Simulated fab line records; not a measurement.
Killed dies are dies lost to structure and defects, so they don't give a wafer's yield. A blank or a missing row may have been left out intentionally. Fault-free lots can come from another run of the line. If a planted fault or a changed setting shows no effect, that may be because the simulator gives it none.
Which tool was responsible? + flow sky130 + 13 lots with 39 wafers sampled at 4 steps, on a route of 708 steps

== WHAT EACH GAUGE READ, for each wafer ==
SKY_VT_ADJUST_LVTN_OVL_MEAS_18.
| lot  | measured     | on         | VT_ADJUST_LVTN_01_OVL (nm) |
|------|--------------|------------|----------------------------|
| L855 | day 8 01:34  | overlay-02 | -0.3 0.2 0.0               |
| L856 | day 8 02:29  | overlay-02 | -1.0 -2.5 -2.7             |
| L858 | day 8 12:10  | overlay-02 | -3.3 -4.2 -2.4             |
| L859 | day 8 18:31  | overlay-02 | -4.0 -3.5 -2.5             |
| L860 | day 9 07:13  | overlay-01 | -3.5 -2.7 -3.1             |
| L862 | day 9 19:14  | overlay-02 | 0.9 0.3 0.6                |
| L866 | day 10 21:19 | overlay-01 | -4.7 -5.3 -3.8             |
| L867 | day 11 10:14 | overlay-01 | -4.2 -1.0 -2.7             |
| L872 | day 12 10:46 | overlay-02 | -0.1 -1.5 -2.2             |
| L873 | day 12 19:13 | overlay-01 | -2.2 -1.8 0.2              |
| L874 | day 13 01:58 | overlay-02 | -1.9 -1.4 0.1              |
| L876 | day 13 12:46 | overlay-02 | -0.8 -1.8 -0.6             |
| L877 | day 13 21:37 | overlay-02 | -0.9 -2.1 -1.6             |

SKY_SONOS_TUNNEL_CD_MEAS_07 targets a cd of 410 nm.
| lot  | measured     | on       | cdNm (nm)         |
|------|--------------|----------|-------------------|
| L855 | day 11 19:25 | cdSem-01 | 411.2 410.5 410.8 |
| L856 | day 11 20:13 | cdSem-02 | 409.5 410.9 410.6 |
| L858 | day 12 06:28 | cdSem-02 | 412.4 409.9 413.1 |
| L859 | day 12 12:49 | cdSem-01 | 412.4 414.5 413.5 |
| L860 | day 13 04:50 | cdSem-01 | 410.8 412.5 409.4 |
| L862 | day 13 16:50 | cdSem-01 | 410.9 411.3 413.1 |
| L866 | day 14 20:24 | cdSem-01 | 409.6 412.6 410.7 |
| L867 | day 15 12:29 | cdSem-01 | 413.8 412.9 413.5 |
| L872 | day 16 17:20 | cdSem-02 | 410.4 409.2 409.3 |
| L873 | day 17 01:57 | cdSem-01 | 410.3 410.1 406.7 |
| L874 | day 17 10:34 | cdSem-01 | 413.3 409.3 410.5 |
| L876 | day 18 00:59 | cdSem-02 | 409.3 408.1 409.9 |
| L877 | day 18 10:08 | cdSem-02 | 408.4 408.6 413.0 |

SKY_POLY_GATE_OVL_MEAS_14.
| lot  | measured     | on         | POLY_GATE_OVL (nm) |
|------|--------------|------------|--------------------|
| L855 | day 16 21:11 | overlay-02 | 7 5 9              |
| L856 | day 16 21:11 | overlay-01 | 6 6 8              |
| L858 | day 17 15:14 | overlay-01 | -13 -12 -15        |
| L859 | day 17 23:41 | overlay-01 | 9 9 6              |
| L860 | day 18 17:47 | overlay-02 | 4 7 1              |
| L862 | day 19 01:35 | overlay-01 | 4 1 7              |
| L866 | day 20 10:21 | overlay-02 | 6 -7 2             |
| L867 | day 20 21:38 | overlay-01 | -3 -3 4            |
| L872 | day 22 10:22 | overlay-02 | -2 -3 -6           |
| L873 | day 22 17:44 | overlay-01 | -3 1 -7            |
| L874 | day 23 02:26 | overlay-02 | -3 -8 -2           |
| L876 | day 23 15:52 | overlay-02 | 0 8 -3             |
| L877 | day 23 21:14 | overlay-02 | -6 -10 -4          |

== EACH LOT AND THE TOOL THAT RAN IT (in order: tool; ch and the chambers of the sampled wafers; start) ==
| lot  | SKY_FIELD_ISO_ETCH_17          |
|------|--------------------------------|
| L855 | rieSi-02 ch 1,2, day 2 13:25   |
| L856 | rieSi-01 ch 1,2, day 2 13:38   |
| L858 | rieSi-01 ch 1,2,3, day 2 22:16 |
| L859 | rieSi-02 ch 0,2,3, day 3 02:02 |
| L860 | rieSi-01 ch 0,1,2, day 3 07:15 |
| L862 | rieSi-01 ch 0,3, day 3 16:55   |
| L866 | rieSi-02 ch 0,1,3, day 4 19:05 |
| L867 | rieSi-01 ch 1,3, day 5 00:24   |
| L872 | rieSi-02 ch 1,2,3, day 5 20:37 |
| L873 | rieSi-02 ch 1,3, day 6 02:05   |
| L874 | rieSi-02 ch 1,2,3, day 6 10:23 |
| L876 | rieSi-02 ch 0,2, day 6 18:38   |
| L877 | rieSi-02 ch 0,2,3, day 7 01:47 |
- SKY_FIELD_ISO_ETCH_17: etches Si in HBr/Cl2/O2, target depth 342 nm, time 97.7 s.

== WHAT THE TOOLS THEMSELVES READ (means of the sampled wafers that have a number; where no wafer has one, the mark that the record gives instead) ==
SKY_FIELD_ISO_ETCH_17.
| lot  | tool     | chamberPressureMTorr (mTorr) | drypumpMotorCurrentA (A) | mfcCl2Sccm (sccm) | oesProductAu (a.u.) | runLengthS (s) | throttleValvePct (%) |
|------|----------|------------------------------|--------------------------|-------------------|---------------------|----------------|----------------------|
| L855 | rieSi-02 | 15.009                       | 5.8                      | 39.95             | 0.998               | 126.5          | 25.662               |
| L856 | rieSi-01 | 14.998                       | 5.4                      | 40.00             | 1.013               | 126.4          | 25.643               |
| L858 | rieSi-01 | 15.005                       | 5.5                      | 39.99             | 1.004               | 126.6          | 25.649               |
| L859 | rieSi-02 | 15.014                       | 6.3                      | 40.15             | 0.991               | 126.1          | 25.666               |
| L860 | rieSi-01 | 14.994                       | 5.7                      | 40.20             | 1.005               | 126.3          | 25.661               |
| L862 | rieSi-01 | 14.994                       | 6.1                      | 39.99             | 0.994               | 125.8          | 25.651               |
| L866 | rieSi-02 | 14.995                       | 6.4                      | 40.10             | 1.009               | 125.9          | 25.645               |
| L867 | rieSi-01 | 14.994                       | 5.7                      | 39.98             | 1.000               | 132.3          | 25.657               |
| L872 | rieSi-02 | 15.006                       | 6.1                      | 39.97             | 0.991               | 126.0          | 25.662               |
| L873 | rieSi-02 | 14.989                       | 6.5                      | 39.88             | 0.995               | 125.9          | 25.656               |
| L874 | rieSi-02 | 15.012                       | 6.1                      | 39.99             | 0.987               | 126.3          | 25.665               |
| L876 | rieSi-02 | 14.998                       | 5.9                      | 39.87             | 0.998               | 126.3          | 25.666               |
| L877 | rieSi-02 | 14.993                       | 6.3                      | 39.87             | 0.995               | 126.0          | 25.665               |

== THE ANSWER, worked out from the rows above alone ==
Rule: the lots themselves supply what counts as usual. The widest of any qualifying gaps counts: lots, ordered by their means at a reading, are off when they make up no more than a third of the lots, leave a main group of 4 or more, and stand apart from it by 3 or more times the standard deviation of that group's means. The tables above print the reading to a certain number of digits; a main group whose means all agree to those digits is not used. A lot without any number at a reading at which 4 lots or more have one is off too. Any other lot the step has rows for is counted as sound. The gauges are gone through in route order, then the tools' own readings, and for those a lot's mean is taken as printed above. At the first step where some lot is off, the reading lying furthest off is the one used; lots without a number count as furthest.
Off: L867, at SKY_FIELD_ISO_ETCH_17 (runLengthS). The main group: mean 126.2 s, standard deviation 0.25.
If a tool, at that step or one of the process steps before it, ran each lot that is off and ran no sound lot following the first of them, it fits. One fits: rieSi-01 at SKY_FIELD_ISO_ETCH_17. A fault onset in the window from L862 (day 3 16:55, its last sound lot) to L867 (day 5 00:24, its first lot off) fits.
On the lots that are off, the tool's own readings at SKY_FIELD_ISO_ETCH_17 differ by more than 5 times the standard deviation of the sound lots' means, which bears it out; runLengthS reads 132.3 s there versus 126.2 s on the sound lots.

== WHAT WAS PUT IN BY THE SIMULATOR ==
rieSi-01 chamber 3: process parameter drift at SKY_FIELD_ISO_ETCH_17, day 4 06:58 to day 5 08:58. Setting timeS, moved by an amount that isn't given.
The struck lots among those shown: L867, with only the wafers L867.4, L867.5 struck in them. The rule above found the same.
